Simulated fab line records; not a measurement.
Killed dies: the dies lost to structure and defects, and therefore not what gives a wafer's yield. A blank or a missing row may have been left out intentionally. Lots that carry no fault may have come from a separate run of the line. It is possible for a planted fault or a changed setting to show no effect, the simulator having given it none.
Which tool is to blame? / flow sky130 / 7 lots, 21 wafers sampled, at 1 step of a route of 708

WHAT EACH GAUGE READ, for each wafer
SKY_SD_N_RS_MEAS_18: measurement is done with a four-point probe.
lot=L110; measured=day 29 02:25; on=filmMetro-01; RES_XHIGH_RS (ohm/sq)=333.5 333.4 332.4
lot=L112; measured=day 29 19:53; on=filmMetro-04; RES_XHIGH_RS (ohm/sq)=333.4 333.4 334.0
lot=L115; measured=day 30 16:23; on=filmMetro-04; RES_XHIGH_RS (ohm/sq)=334.7 334.8 336.0
lot=L119; measured=day 32 09:28; on=filmMetro-02; RES_XHIGH_RS (ohm/sq)=331.3 331.9 332.4
lot=L123; measured=day 33 14:05; on=filmMetro-01; RES_XHIGH_RS (ohm/sq)=331.3 331.2 330.1
lot=L126; measured=day 34 10:41; on=filmMetro-01; RES_XHIGH_RS (ohm/sq)=331.3 331.6 333.1
lot=L129; measured=day 35 03:31; on=filmMetro-04; RES_XHIGH_RS (ohm/sq)=332.8 331.9 332.7

WHICH TOOL RAN EACH LOT (tool, then ch and the chambers of the sampled wafers, then the start)
The record shows no process step preceding these readings.

THE ANSWER, worked out from the rows above alone
Rule: the usual values come from the lots themselves. Put in order of their means at a reading, lots are off if they are a third of the lots or fewer, leave a main group of 4 or more, and stand apart from it by a gap of 3 or more times the standard deviation of the main group's means; of several such gaps the widest counts. A main group is skipped when, at the precision printed for the reading in the tables above, its means are all equal. A lot without any number at a reading at which 4 lots or more have one is off too. The other lots that the step has rows for count as sound.
No lot is off at any reading shown: from this, nothing can be told.

WHAT THE SIMULATOR HAD INSERTED
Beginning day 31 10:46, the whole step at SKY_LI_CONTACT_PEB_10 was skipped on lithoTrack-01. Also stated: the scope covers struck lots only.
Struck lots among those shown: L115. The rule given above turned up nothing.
